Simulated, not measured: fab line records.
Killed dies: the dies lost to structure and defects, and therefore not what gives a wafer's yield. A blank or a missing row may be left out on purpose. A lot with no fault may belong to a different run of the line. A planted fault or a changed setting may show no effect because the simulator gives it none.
Chamber matching / flow gf180mcu / GF_STI_ETCH_13 on rie-diel-01 has 4 sister chambers
The step etches the open film in CHF3/O2, stops on Si, target depth 282.31 nm, time 112.9 s. 4 wafers are shown with their chamber, then 7 later ones without.

== WAFERS PAIRED WITH THEIR CHAMBERS ==
wafer=L451.6; chamber=1; drypump-motor-current-A (A)=6.6
wafer=L454.1; chamber=0; drypump-motor-current-A (A)=5.3
wafer=L458.1; chamber=2; drypump-motor-current-A (A)=5.7
wafer=L458.3; chamber=3; drypump-motor-current-A (A)=6.7

== WAFERS WHOSE CHAMBER IS MISSING ==
wafer=L458.4; drypump-motor-current-A (A)=6.5
wafer=L460.1; drypump-motor-current-A (A)=6.6
wafer=L460.4; drypump-motor-current-A (A)=5.6
wafer=L460.6; drypump-motor-current-A (A)=6.5
wafer=L461.1; drypump-motor-current-A (A)=6.7
wafer=L461.3; drypump-motor-current-A (A)=6.6
wafer=L461.6; drypump-motor-current-A (A)=6.5

== WHICH CHAMBER EACH WENT THROUGH ==
wafer=L458.4; from the rows above=can't be placed: 1 or 3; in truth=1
wafer=L460.1; from the rows above=can't be placed: 1 or 3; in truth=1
wafer=L460.4; from the rows above=2; in truth=2
wafer=L460.6; from the rows above=can't be placed: 1 or 3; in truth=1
wafer=L461.1; from the rows above=can't be placed: 3 or 1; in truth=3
wafer=L461.3; from the rows above=can't be placed: 1 or 3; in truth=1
wafer=L461.6; from the rows above=can't be placed: 1 or 3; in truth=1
1 of 7 placed correctly. Unplaceable from these rows: 6, with the true chamber sitting among the candidates in 6. Wrongly placed: 0.
How it was worked out, from the rows above alone: a wafer's distance from a chamber is the root of the sum, over the readings, of the square of ((its reading less the chamber's mean) divided by the reading's scatter). If the next closest chamber is less than 2 further off than the closest, the wafer can't be placed; otherwise it belongs to the closest. Each chamber's mean is taken over the wafers shown for it. The scatter: with one shown wafer a chamber, the root of the mean of the squares of how far each hidden wafer lies from its nearest shown one.
